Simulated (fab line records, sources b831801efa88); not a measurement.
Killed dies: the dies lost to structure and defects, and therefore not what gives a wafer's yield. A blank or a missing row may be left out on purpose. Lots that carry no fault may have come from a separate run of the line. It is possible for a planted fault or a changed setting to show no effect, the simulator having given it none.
Which tool did it? + flow sky130 + 10 lots, 30 wafers sampled, at 5 steps of a route of 708

== WHAT EACH GAUGE READ, for each wafer ==
SKY_POLY_GATE_THK_MEAS_21. Usual: POLY_GATE_OXIDATION_THK gives 4.02 nm (standard deviation 0.074).
| lot  | measured     | on            | POLY_GATE_OXIDATION_THK (nm) | flag |
|------|--------------|---------------|------------------------------|------|
| L209 | day 17 00:57 | film metro-04 | 3.95 4.02 4.00               |      |
| L211 | day 18 00:10 | film metro-04 | 3.88 4.04 3.98               |      |
| L212 | day 18 03:00 | film metro-04 | 4.01 4.12 4.13               |      |
| L213 | day 18 14:14 | film metro-01 | 4.75 4.79 4.72               | OFF  |
| L214 | day 19 02:36 | film metro-03 | 4.56 4.58 4.71               | OFF  |
| L223 | day 22 04:41 | film metro-04 | 4.03 3.97 3.98               |      |
| L226 | day 23 09:37 | film metro-03 | 4.11 4.12 4.19               |      |
| L228 | day 23 20:24 | film metro-04 | 3.94 4.11 4.04               |      |
| L230 | day 24 13:13 | film metro-03 | 4.09 4.08 4.04               |      |
| L231 | day 24 21:38 | film metro-04 | 4.00 3.91 4.09               |      |

== TOOL THAT RAN EACH LOT (tool first, then ch and the chambers of the sampled wafers, then the start) ==
| lot  | SKY_GATE_OXIDE_STRIP_13              | SKY_RES_PROTECT_STRIP_07             | SKY_POLY_GATE_ETCH_15              | SKY_POLY_GATE_OXIDATION_20    |
|------|--------------------------------------|--------------------------------------|------------------------------------|-------------------------------|
| L209 | plasma asher-04 ch 0,1, day 14 08:20 | plasma asher-04 ch 0,1, day 15 14:19 | rie diel-02 ch 0,2,3, day 16 22:31 | furnace-01 ch 0, day 16 23:42 |
| L211 | plasma asher-04 ch 1, day 15 03:02   | plasma asher-01 ch 0,1, day 16 11:43 | rie diel-04 ch 0,1,2, day 17 18:54 | furnace-01 ch 0, day 17 22:56 |
| L212 | plasma asher-04 ch 0,1, day 15 07:46 | plasma asher-02 ch 0,1, day 16 15:22 | rie diel-02 ch 1,2, day 17 22:42   | furnace-02 ch 0, day 18 01:44 |
| L213 | plasma asher-03 ch 0,1, day 15 16:41 | plasma asher-02 ch 0,1, day 17 02:16 | rie diel-02 ch 1,2,3, day 18 09:59 | furnace-01 ch 0, day 18 12:59 |
| L214 | plasma asher-02 ch 0,1, day 16 05:41 | plasma asher-04 ch 0,1, day 17 14:13 | rie diel-02 ch 1,2,3, day 18 23:17 | furnace-01 ch 0, day 19 01:21 |
| L223 | plasma asher-03 ch 0,1, day 19 08:08 | plasma asher-01 ch 0,1, day 20 18:07 | rie diel-01 ch 0,1,3, day 22 02:29 | furnace-01 ch 0, day 22 03:25 |
| L226 | plasma asher-02 ch 0,1, day 20 11:14 | plasma asher-01 ch 0,1, day 21 22:07 | rie diel-04 ch 0,1, day 23 06:55   | furnace-01 ch 0, day 23 08:22 |
| L228 | plasma asher-03 ch 0,1, day 21 00:35 | plasma asher-04 ch 0,1, day 22 10:13 | rie diel-01 ch 1,2,3, day 23 18:45 | furnace-02 ch 0, day 23 19:08 |
| L230 | plasma asher-02 ch 0,1, day 21 18:35 | plasma asher-04 ch 0,1, day 23 02:46 | rie diel-02 ch 0,2,3, day 24 11:34 | furnace-01 ch 0, day 24 11:57 |
| L231 | plasma asher-04 ch 0,1, day 22 00:20 | plasma asher-04 ch 0,1, day 23 09:30 | rie diel-01 ch 0,3, day 24 18:14   | furnace-01 ch 0, day 24 20:22 |
- SKY_GATE_OXIDE_STRIP_13: strips in O2/N2.
- SKY_RES_PROTECT_STRIP_07: strips in O2/N2.
- SKY_POLY_GATE_ETCH_15: etches BARC in N2/H2, stops on SiO2, time 118.5 s, target depth 110 nm.
- SKY_POLY_GATE_OXIDATION_20: stabilise 600 s, purge 300 s, target thk 4 nm.

== AS READ BY THE TOOLS THEMSELVES (means over the sampled wafers that have a number; for cases with no such wafer, the mark the record gives instead) ==
SKY_GATE_OXIDE_STRIP_13. Usual: drypump motor current A 5.7 A, standard deviation 0.34; o2 flow sccm 3001 sccm, standard deviation 8.8; oes product au 0.715 a.u., standard deviation 0.0044; strip time to endpoint s 14.18 s, standard deviation 0.038.
| lot  | tool            | drypump motor current A (A) | o2 flow sccm (sccm) | oes product au (a.u.) | strip time to endpoint s (s) | flag |
|------|-----------------|-----------------------------|---------------------|-----------------------|------------------------------|------|
| L209 | plasma asher-04 | 5.2                         | 2990                | 0.716                 | 14.22                        |      |
| L211 | plasma asher-04 | 5.0                         | 2998                | 0.711                 | 14.22                        |      |
| L212 | plasma asher-04 | 5.5                         | 2998                | 0.717                 | 14.19                        |      |
| L213 | plasma asher-03 | 5.9                         | 3006                | 0.715                 | 14.22                        |      |
| L214 | plasma asher-02 | 5.9                         | 2994                | 0.720                 | 14.13                        |      |
| L223 | plasma asher-03 | 6.0                         | 3000                | 0.713                 | 14.18                        |      |
| L226 | plasma asher-02 | 5.8                         | 2995                | 0.714                 | 14.11                        |      |
| L228 | plasma asher-03 | 6.0                         | 2998                | 0.719                 | 14.18                        |      |
| L230 | plasma asher-02 | 5.9                         | 3003                | 0.713                 | 14.17                        |      |
| L231 | plasma asher-04 | 5.5                         | 3005                | 0.712                 | 14.19                        |      |

SKY_RES_PROTECT_STRIP_07. Usual: drypump motor current A 5.7 A, standard deviation 0.35; o2 flow sccm 2999 sccm, standard deviation 8.4; oes product au 0.517 a.u., standard deviation 0.0038; strip time to endpoint s 23.31 s, standard deviation 0.042.
| lot  | tool            | drypump motor current A (A) | o2 flow sccm (sccm) | oes product au (a.u.) | strip time to endpoint s (s) | flag |
|------|-----------------|-----------------------------|---------------------|-----------------------|------------------------------|------|
| L209 | plasma asher-04 | 5.2                         | 2995                | 0.521                 | 23.33                        |      |
| L211 | plasma asher-01 | 5.9                         | 3002                | 0.520                 | 23.36                        |      |
| L212 | plasma asher-02 | 5.8                         | 2998                | 0.513                 | 23.30                        |      |
| L213 | plasma asher-02 | 6.0                         | 2998                | 0.519                 | 23.25                        |      |
| L214 | plasma asher-04 | 5.3                         | 2994                | 0.514                 | 23.37                        |      |
| L223 | plasma asher-01 | 5.8                         | 3002                | 0.515                 | 23.28                        |      |
| L226 | plasma asher-01 | 5.8                         | 3002                | 0.518                 | 23.28                        |      |
| L228 | plasma asher-04 | 5.5                         | 3002                | 0.518                 | 23.36                        |      |
| L230 | plasma asher-04 | 5.5                         | 3002                | 0.518                 | 23.28                        |      |
| L231 | plasma asher-04 | 5.5                         | 2992                | 0.520                 | 23.27                        |      |

SKY_POLY_GATE_ETCH_15. Usual: drypump motor current A 5.8 A, standard deviation 0.42; oes product au 0.716 a.u., standard deviation 0.0046; throttle valve pct 13.213 %, standard deviation 0.0091.
| lot  | tool        | drypump motor current A (A) | oes product au (a.u.) | throttle valve pct (%) | flag |
|------|-------------|-----------------------------|-----------------------|------------------------|------|
| L209 | rie diel-02 | 6.0                         | 0.716                 | 13.217                 |      |
| L211 | rie diel-04 | 6.1                         | 0.712                 | 13.214                 |      |
| L212 | rie diel-02 | 5.5                         | 0.713                 | 13.217                 |      |
| L213 | rie diel-02 | 5.7                         | 0.714                 | 13.213                 |      |
| L214 | rie diel-02 | 5.7                         | 0.715                 | 13.227                 |      |
| L223 | rie diel-01 | 5.3                         | 0.717                 | 13.210                 |      |
| L226 | rie diel-04 | 5.9                         | 0.719                 | 13.212                 |      |
| L228 | rie diel-01 | 5.7                         | 0.712                 | 13.216                 |      |
| L230 | rie diel-02 | 6.0                         | 0.718                 | 13.207                 |      |
| L231 | rie diel-01 | 5.1                         | 0.711                 | 13.215                 |      |

SKY_POLY_GATE_OXIDATION_20. Usual: spike tc bottom C 866.1 C, standard deviation 2; spike tc centre C 849.8 C, standard deviation 0.99; spike tc lower C 850.8 C, standard deviation 1.1; spike tc top C 861.5 C, standard deviation 1.3; spike tc upper C 848.6 C, standard deviation 1.1; tube center temp C 850.01 C, standard deviation 0.077; tube_center_temp_C_max 852.2, standard deviation 0.38; zone power upper pct 16.6 %, standard deviation 0.3.
| lot  | tool       | spike tc bottom C (C) | spike tc centre C (C) | spike tc lower C (C) | spike tc top C (C) | spike tc upper C (C) | tube center temp C (C) | tube_center_temp_C_max | zone power upper pct (%) | flag |
|------|------------|-----------------------|-----------------------|----------------------|--------------------|----------------------|------------------------|------------------------|--------------------------|------|
| L209 | furnace-01 | 867.8                 | 849.9                 | 850.9                | 861.1              | 848.4                | 850.12                 | 852.1                  | 16.7                     |      |
| L211 | furnace-01 | 867.6                 | 851.1                 | 850.4                | 860.9              | 848.4                | 849.91                 | 852.2                  | 16.8                     |      |
| L212 | furnace-02 | 863.6                 | 850.1                 | 848.6                | 862.4              | 847.7                | 850.05                 | 852.7                  | 16.1                     |      |
| L213 | furnace-01 | 878.1                 | 859.8                 | 861.8                | 871.4              | 859.5                | 860.62                 | 863.0                  | 17.1                     | OFF  |
| L214 | furnace-01 | 878.2                 | 860.2                 | 861.3                | 870.0              | 859.4                | 860.59                 | 862.7                  | 17.1                     | OFF  |
| L223 | furnace-01 | 867.3                 | 850.8                 | 851.9                | 860.4              | 848.8                | 850.01                 | 852.3                  | 16.9                     |      |
| L226 | furnace-01 | 867.2                 | 849.4                 | 851.5                | 861.4              | 849.5                | 849.97                 | 852.2                  | 16.7                     |      |
| L228 | furnace-02 | 864.0                 | 849.0                 | 850.5                | 862.7              | 848.0                | 849.97                 | 852.1                  | 16.2                     |      |
| L230 | furnace-01 | 867.3                 | 850.0                 | 850.9                | 860.4              | 848.4                | 849.92                 | 851.8                  | 16.6                     |      |
| L231 | furnace-01 | 867.6                 | 849.7                 | 850.5                | 861.2              | 849.0                | 850.01                 | 852.3                  | 16.8                     |      |

== THE ANSWER, worked out from the rows above alone ==
Rule: lot off if the mean of its wafers having a number is beyond 3 standard deviations from the usual mean. Also off: a lot with no number at a reading for which 4 or more lots have one. Where the step has rows for the other lots, those lots are counted as sound. Order of review: gauges by route order, followed by the tools' own readings, for which a lot's mean as printed above is used. At the first step where some lot is off, the reading lying furthest off is the one used; lots without a number count as furthest.
Off: L213, L214, seen at SKY_POLY_GATE_THK_MEAS_21 (POLY_GATE_OXIDATION_THK).
A tool fits if, at a process step before that reading, it ran every lot that is off, and no sound lot after the first of them. Not tried: the gauges at SKY_POLY_GATE_THK_MEAS_21; whatever is off there is also off at SKY_POLY_GATE_OXIDATION_20, on other tools, and gauge error can't account for it. None of those tried fits.

== WHAT THE SIMULATOR HAD PUT IN ==
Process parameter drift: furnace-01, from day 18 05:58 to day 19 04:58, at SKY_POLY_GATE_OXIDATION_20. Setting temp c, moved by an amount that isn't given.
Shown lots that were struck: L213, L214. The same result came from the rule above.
